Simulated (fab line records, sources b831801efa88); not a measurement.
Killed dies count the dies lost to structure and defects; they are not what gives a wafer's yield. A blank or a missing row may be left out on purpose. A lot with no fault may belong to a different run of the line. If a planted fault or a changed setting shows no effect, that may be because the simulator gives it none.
fab line records    flow sfq_line    part 2 of 2: steps 28 to 38 of 38
record: lots: 5  wafers: 15  last_day: 93
route steps=325 shown A5B@211 R5@212 I5@228 C5@240
lots that met no fault: from a run of the same line without faults
start_h: the number of hours between the record's first day and the start of the first shown wafer of the lot    wait_h: hours from the lot's prior step to this one    " the same as in the row above    L1.1+2: one row covering several wafers at once    - either no value or no given start    * or withheld: withheld    < > ~ a bound
route shown NAME@n: a module of which the file shows steps, and the number in the route of the first    usual: mean/standard deviation taken from wafers without a fault    same: alike in all rows    chamber/n: place in a boat    sites: per-site readings    _std_site: standard deviation of those values    _edge_site: the outer-site mean with the inner-site mean subtracted    radius_mm: how far each site lies from the wafer's centre    mask NAME#n: copy n    behind: the most recent tool/chamber to have shaped the wafer    hold: cause of the lot's hold/its duration in hours/its outcome    device: transistor that didn't switch, given as n, p or np    end of line: tests run on the same wafers once the route is complete    where a step has no rows: the recipe by itself    killed: dies lost to structure and defects at the first sort, not the wafer's yield    map: shows each die of a wafer: x if killed, . if not, _ if none is there
set.NAME: the setting as run; set.NAME@STEP: as run at that earlier step    model.NAME: the simulator's own value behind a step, which no gauge read
lots at selected steps of the route; one table per step, one row per wafer
services: when a tool's chamber went out of use (start_h, in hours from the record's first day, below 0 if earlier), for how many hours, and the reason
== steps ==
step: SFQ_TRILAYER_I5_STRIP_STRIP_148
recipe: gas: O2  power_w: 200  platen_temp_c: 40  overash_fraction: 0.65  chemistry: O2  pressure_mtorr: 50
usual: drypump_motor_current_A: 5.8/0.61  he_backside_leak_sccm: 3.59/0.25  oes_product_au: 0.999/0.0079
lot.wafer  tool          chamber  start_h  wait_h  drypump_motor_current_A  he_backside_leak_sccm  oes_product_au  rf_hours_counter_h
L076.1     rie_metal-01  0        1575.32  -       6.5                      3.60                   1.002           95
L076.5     "             1        "        "       6.2                      3.70                   0.998           -
L076.6     "             0        "        "       6.5                      3.49                   0.997           -
L081.1     rie_metal-03  1        1599.44  -       5.7                      3.70                   1.000           83
L081.5     "             0        "        "       5.9                      3.25                   0.994           -
L081.6     "             1        "        "       5.7                      3.69                   0.998           -
L084.1     rie_metal-03  1        1653.59  -       5.7                      3.54                   0.985           89
L084.2     "             0        "        "       5.9                      3.20                   1.002           60
L084.5     "             1        "        "       5.7                      3.69                   0.995           -
L085.1     rie_metal-03  1        1664.55  -       5.7                      3.64                   0.994           91
L085.2     "             1        "        "       5.7                      3.49                   0.988           -
L085.3     "             1        "        "       5.7                      3.67                   0.997           -
L090.2     rie_metal-03  0        1701.75  -       5.9                      3.17                   1.013           64
L090.3     "             0        "        "       5.9                      3.20                   1.011           -
L090.4     "             1        "        "       5.8                      3.85                   0.995           -
step: SFQ_TRILAYER_I5_STRIP_SOLV_CLEAN_149
recipe: chemistry: NMP  temp_c: 70  time_s: 600
usual: temp_c: 69.99/0.11
lot.wafer  tool          chamber  start_h  wait_h  temp_c
L076.1     wet_bench-03  7        1575.92  0.4     69.82
L076.5     "             6        "        "       69.94
L076.6     "             1        "        "       70.08
L081.1     wet_bench-04  3        1600.04  0.4     69.96
L081.5     "             5        "        "       69.97
L081.6     "             2        "        "       70.07
L084.1     wet_bench-04  5        1654.19  0.4     70.11
L084.2     "             2        "        "       70.03
L084.5     "             6        "        "       69.90
L085.1     wet_bench-01  1        1665.75  1.0     70.11
L085.2     "             3        "        "       70.01
L085.3     "             0        "        "       70.09
L090.2     wet_bench-04  0        1702.35  0.4     69.95
L090.3     "             7        "        "       69.98
L090.4     "             5        "        "       69.97
step: SFQ_TRILAYER_C5_LITHO_COAT_156
recipe: resist: BARC  spin_rpm: 3000  resist_thk_nm: 62
lot.wafer   tool            chamber  start_h  wait_h
L076.1+5+6  litho_track-02  0        1576.11  0.0
L081.1+5+6  litho_track-03  0        1600.22  0.0
L084.1+2+5  litho_track-03  0        1654.43  0.1
L085.1+2+3  litho_track-02  0        1665.93  0.0
L090.2+3+4  litho_track-02  0        1702.58  0.1
step: SFQ_TRILAYER_C5_LITHO_COAT_151
recipe: resist: KrF  spin_rpm: 3000  resist_thk_nm: 650
lot.wafer   tool            chamber  start_h  wait_h
L076.1+5+6  litho_track-02  0        1576.41  0.2
L081.1+5+6  litho_track-03  0        1600.52  0.2
L084.1+2+5  litho_track-03  0        1654.73  0.2
L085.1+2+3  litho_track-02  0        1666.23  0.2
L090.2+3+4  litho_track-02  0        1702.88  0.2
step: SFQ_TRILAYER_C5_LITHO_SOFTBAKE_155
recipe: temp_c: withheld  time_s: withheld  resist: KrF
lot.wafer   tool            chamber  start_h  wait_h
L076.1+5+6  litho_track-02  0        1576.71  0.2
L081.1+5+6  litho_track-03  0        1600.82  0.2
L084.1+2+5  litho_track-03  0        1655.03  0.2
L085.1+2+3  litho_track-02  0        1666.53  0.2
L090.2+3+4  litho_track-02  0        1703.15  0.2
step: SFQ_TRILAYER_C5_LITHO_EXPOSE_152
recipe: mask_id: C5  na: 0.6  source_shape: conventional  sigma_outer: 0.65  target_cd_nm: 500  dose_mj: 21.3
usual: stage_vel_mm_s: 500.07/0.25
lot.wafer  tool            chamber  start_h  wait_h  mask  stage_vel_mm_s
L076.1     krf_scanner-01  0        1576.86  -       C5#0  500.01
L076.5     "               0        "        "       C5#0  499.83
L076.6     "               0        "        "       C5#0  499.89
L081.1     krf_scanner-02  0        1727.63  -       C5#0  500.02
L081.5     "               0        "        "       C5#0  500.05
L081.6     "               0        "        "       C5#0  499.81
L084.1     krf_scanner-01  0        1774.55  -       C5#0  500.27
L084.2     "               0        "        "       C5#0  500.39
L084.5     "               0        "        "       C5#0  500.16
L085.1     krf_scanner-01  0        1784.15  -       C5#0  499.68
L085.2     "               0        "        "       C5#0  499.91
L085.3     "               0        "        "       C5#0  499.88
L090.2     krf_scanner-01  0        1815.55  -       C5#0  499.66
L090.3     "               0        "        "       C5#0  500.38
L090.4     "               0        "        "       C5#0  500.17
step: SFQ_TRILAYER_C5_LITHO_PEB_154
recipe: peb_temp_c: 115  peb_time_s: 60  resist: KrF
lot.wafer   tool            chamber  start_h  wait_h
L076.1+5+6  litho_track-02  0        1578.06  1.0
L081.1+5+6  litho_track-03  0        1728.83  1.0
L084.1+2+5  litho_track-02  0        1775.75  1.0
L085.1+2+3  litho_track-01  0        1785.35  1.0
L090.2+3+4  litho_track-02  0        1816.58  0.8
step: SFQ_TRILAYER_C5_LITHO_DEVELOP_153
recipe: time_s: 60  resist: KrF
lot.wafer   tool            chamber  start_h  wait_h
L076.1+5+6  litho_track-02  0        1578.21  0.1
L081.1+5+6  litho_track-03  0        1728.98  0.1
L084.1+2+5  litho_track-02  0        1775.90  0.1
L085.1+2+3  litho_track-01  0        1785.50  0.1
L090.2+3+4  litho_track-02  0        1816.73  0.1
step: SFQ_C5_OVL_MEAS_937
usual: C5_OVL: 1/5.3
lot.wafer  tool        chamber  start_h  wait_h  C5_OVL[nm]
L076.1     overlay-02  -        1578.36  0.1     1
L076.5     "           -        "        "       6
L076.6     "           -        "        "       2
L081.1     overlay-02  -        1729.13  0.1     0
L081.5     "           -        "        "       3
L081.6     "           -        "        "       6
L084.1     overlay-02  -        1776.05  0.1     -8
L084.2     "           -        "        "       -9
L084.5     "           -        "        "       -4
L085.1     overlay-01  -        1785.65  0.1     -1
L085.2     "           -        "        "       3
L085.3     "           -        "        "       -2
L090.2     overlay-01  -        1816.86  0.1     5
L090.3     "           -        "        "       0
L090.4     "           -        "        "       6
step: SFQ_TRILAYER_C5_BARC_OPEN_VIA_ETCH_210
recipe: mask_material: PR  chemistry: O2  target_depth_nm: 125  target: BARC  source_w: 500  bias_w: 80  pressure_mtorr: 30  time_s: 41.7
usual: drypump_motor_current_A: 5.6/0.38  oes_product_au: 0.685/0.0044
lot.wafer  tool         chamber  start_h  wait_h  drypump_motor_current_A  oes_product_au  rf_hours_counter_h
L076.1     rie_diel-04  2        1578.39  0.0     6.0                      0.688           11
L076.5     "            3        "        "       5.7                      0.688           -
L076.6     "            2        "        "       6.0                      0.690           -
L081.1     rie_diel-01  3        1729.16  0.0     5.8                      0.680           10
L081.5     "            0        "        "       5.2                      0.689           -
L081.6     "            3        "        "       5.8                      0.690           -
L084.1     rie_diel-01  2        1776.09  0.0     5.6                      0.688           0
L084.2     "            0        "        "       5.2                      0.678           4
L084.5     "            1        "        "       6.1                      0.687           -
L085.1     rie_diel-04  2        1785.69  0.0     6.0                      0.693           14
L085.2     "            0        "        "       5.0                      0.688           16
L085.3     "            1        "        "       5.1                      0.682           11
L090.2     rie_diel-01  0        1816.89  0.0     5.2                      0.685           4
L090.3     "            1        "        "       6.1                      0.681           14
L090.4     "            2        "        "       5.6                      0.683           1
step: SFQ_TRILAYER_C5_ETCH_VIA_ETCH_154
recipe: target: SiO2  mask_material: PR  chemistry: CHF3  target_depth_nm: 84  source_w: 500  bias_w: 80  pressure_mtorr: 30  time_s: withheld  stop_on: Nb
usual: drypump_motor_current_A: 5.6/0.39  oes_product_au: 0.895/0.008
lot.wafer  tool         chamber  start_h  wait_h  drypump_motor_current_A  oes_product_au
L076.1     rie_diel-04  2        1578.43  0.0     6.0                      0.911
L076.5     "            3        "        "       5.6                      0.905
L076.6     "            2        "        "       6.0                      0.907
L081.1     rie_diel-01  3        1729.20  0.0     5.9                      0.878
L081.5     "            0        "        "       5.2                      0.908
L081.6     "            3        "        "       5.9                      0.905
L084.1     rie_diel-01  2        1776.13  0.0     5.6                      0.898
L084.2     "            0        "        "       5.2                      0.887
L084.5     "            1        "        "       6.1                      0.908
L085.1     rie_diel-04  2        1785.73  0.0     6.0                      0.881
L085.2     "            0        "        "       5.0                      0.901
L085.3     "            1        "        "       5.1                      0.889
L090.2     rie_diel-01  0        1816.93  0.0     5.2                      0.889
L090.3     "            1        "        "       6.1                      0.896
L090.4     "            2        "        "       5.6                      0.896
== services ==
tool            chamber  start_h  hours  kind
rie_metal-02    0        1273.88  2.0    repair
krf_scanner-01  -        1300.82  4.0    pm
krf_scanner-01  -        1354.04  1.3    pm
rie_diel-04     -        1380.05  2.8    pm
krf_scanner-01  -        1384.07  1.0    pm
krf_scanner-01  -        1406.67  0.8    pm
rie_diel-04     1        1425.31  4.0    repair
rie_diel-04     -        1492.15  16.8   repair
rie_diel-04     -        1499.70  0.8    repair
krf_scanner-01  -        1509.59  5.4    repair
rie_diel-04     -        1516.00  2.0    repair
krf_scanner-01  -        1530.55  1.3    pm
krf_scanner-01  -        1551.90  1.0    pm
rie_diel-04     3        1555.05  2.7    repair
rie_diel-04     -        1600.32  3.9    repair
rie_metal-02    -        1605.64  0.6    repair
rie_diel-04     -        1614.11  0.1    repair
rie_diel-04     0        1628.01  5.5    repair
krf_scanner-01  -        1636.69  0.6    repair
krf_scanner-01  -        1658.93  0.3    repair
krf_scanner-01  -        1706.47  1.3    pm
krf_scanner-01  -        1709.08  2.8    repair
rie_diel-04     1        1777.88  5.5    repair
rie_metal-02    -        1810.71  0.4    repair
